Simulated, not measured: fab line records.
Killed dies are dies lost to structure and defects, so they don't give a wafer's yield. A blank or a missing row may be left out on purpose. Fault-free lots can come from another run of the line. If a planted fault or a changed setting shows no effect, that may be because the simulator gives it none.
Comparing a struck lot with a sound one | flow sky130 | 15 out of 708 route steps
Sound: these wafers, L825.1, L825.3, L825.6. The struck wafers were L830.1, L830.3, L830.6. Last of all comes the cause.
At each step with rows: each side's tool, then ch and its chambers, then its first start. Under that, the readings that differ: sound wafers | struck wafers | difference of the means | sigmas: that difference in standard deviations of wafers without a fault.
alike: readings with means less than 2 such deviations apart, plus words and numbers identical on both sides. not compared: withheld readings, readings lacking a value on some wafer, bounds such as >300 that could conceal the same value, and numbers that have no deviation in the record and whose values overlap.
Wherever a step has rows on one side only, a row that says differs or no value, or a row with sigmas, the two part there. Non-overlapping numbers with no deviation appear without sigmas and do not part them. A reading that every wafer of one side lacks parts them only if that side has two wafers or more.

SKY_CAP2M_SPUTTER_02: material TiN, target thk 200 nm, time 166.7 s.
  struck on pvdSputter-03, day 42 16:57; sound on pvdSputter-01, day 40 08:35
  alike: substrateTempC, throttleValvePct
SKY_CAP2M_RS_MEAS_03: measures by four-point-probe.
  struck on filmMetro-02, day 42 17:04; sound on filmMetro-02, day 40 08:42
  alike: CAP2M_TIN_RS
SKY_CAP2M_THK_MEAS_04: measures by xrf.
  struck on filmMetro-02, day 42 17:11; sound on filmMetro-02, day 40 08:49
  alike: CAP2M_TIN_THK
then, 7 steps without rows for these wafers: SKY_CAP2M_DEHYDRATE_05 (time 60 s); SKY_CAP2M_HMDS_06 (prime time 60 s); SKY_CAP2M_COAT_07 (resist thk 1140 nm); SKY_CAP2M_SOFTBAKE_08 (time 60 s); SKY_CAP2M_EXPOSE_09 (exposes mask CAP2M, target cd 1000 nm); SKY_CAP2M_PEB_10; SKY_CAP2M_DEVELOP_11 (develop time 60 s).
SKY_CAP2M_OVL_MEAS_12:
  struck on overlay-01, day 43 15:53; sound on overlay-01, day 41 08:12
  alike: CAP2M_OVL
SKY_CAP2M_METAL_ETCH_13: etches TiN in Cl2/BCl3, stops on SiO2, target depth 220 nm, time 62.9 s.
  sound on rieMetal-04 ch 1, day 41 08:14; struck on rieMetal-03 ch 1, day 43 15:55
  alike: drypumpMotorCurrentA, oesProductAu, rfFwdPowerW, throttleValvePct
  not compared: rfHoursCounterH
SKY_CAP2M_STRIP_14: strips in O2/N2.
  sound on plasmaAsher-02 ch 0,1, day 41 08:19; struck on plasmaAsher-04 ch 0,1, day 43 16:00
  no value came back on the struck wafers for chamberPressureMTorr (mTorr), drypumpMotorCurrentA (A), oesProductAu (a.u.), stripTimeToEndpointS (s); on the sound wafers chamberPressureMTorr (mTorr) reads 1499.6 1499.1 1499.5
reading                                   | sound | struck            | difference | sigmas
model.NOVOLAK_of_CAP2M_COAT_07.thkNm (nm) | 0 0 0 | 998.5 999.4 997.4 | +998.4     | 
  not compared: rfHoursCounterH
then, 1 step without rows for these wafers: SKY_CAP2M_STRIP_15 (strips in post etch residue remover, time 1200 s).
-- the record jumps here: 5 days lie between the struck wafers' starts before and after (it left off in module CAP2M and takes up again in module PAD_OPEN, whose first step shown is number 708 of the route) --
SKY_PAD_OPEN_PROBE_99:
  struck on prober-02, day 48 06:58; sound on prober-02, day 46 05:53
reading                  | sound          | struck                                                            | difference                   | sigmas
hold                     | - - -          | awaitDispo/1.2h/scrap awaitDispo/1.2h/scrap awaitDispo/1.2h/scrap | no value on the sound wafers | 
defectLimitedYield (%)   | 81.9 81.9 80.5 | 0.6 0.4 0                                                         | -81.1                        | -45
killed_at_M0_to_M3       | 51 49 41       | 12 9 4                                                            | -39                          | -6
killedAtContacts         | 23 19 27       | 4 5 4                                                             | -19                          | -4
killedAtFrontEnd         | 11 19 25       | 3 2 2                                                             | -16                          | -3
killedAtOther            | 0 0 0          | 470 473 480                                                       | +474                         | +99 or more
killedDies               | 89 89 96       | 489 490 492                                                       | +399                         | +46
killedOnRim              | 25 19 18       | 94 96 96                                                          | +75                          | +18
killedOpen               | 54 51 50       | 10 9 5                                                            | -44                          | -7
killedShort              | 35 38 46       | 9 8 7                                                             | -32                          | -5
sort_bin_3_pad_short (%) | 1.2 0.6 1.0    | 25.6 23.0 22.2                                                    | +22.7                        | +60
sort_bin_5_function (%)  | 12.0 11.0 11.2 | 72.0 71.7 75.2                                                    | +61.6                        | +47
sort_bin_6_memory (%)    | 4.9 6.5 7.3    | 1.8 4.9 2.6                                                       | -3.1                         | -3
sortNPass                | 403 403 396    | 3 2 0                                                             | -399                         | -46
sortYieldPct (%)         | 81.9 81.9 80.5 | 0.6 0.4 0                                                         | -81.1                        | -45
  alike: killed_at_M4_up

== WHERE THEY PART ==
First at SKY_CAP2M_STRIP_14; last, within this record, at SKY_PAD_OPEN_PROBE_99.

WHY: what the simulator had put in
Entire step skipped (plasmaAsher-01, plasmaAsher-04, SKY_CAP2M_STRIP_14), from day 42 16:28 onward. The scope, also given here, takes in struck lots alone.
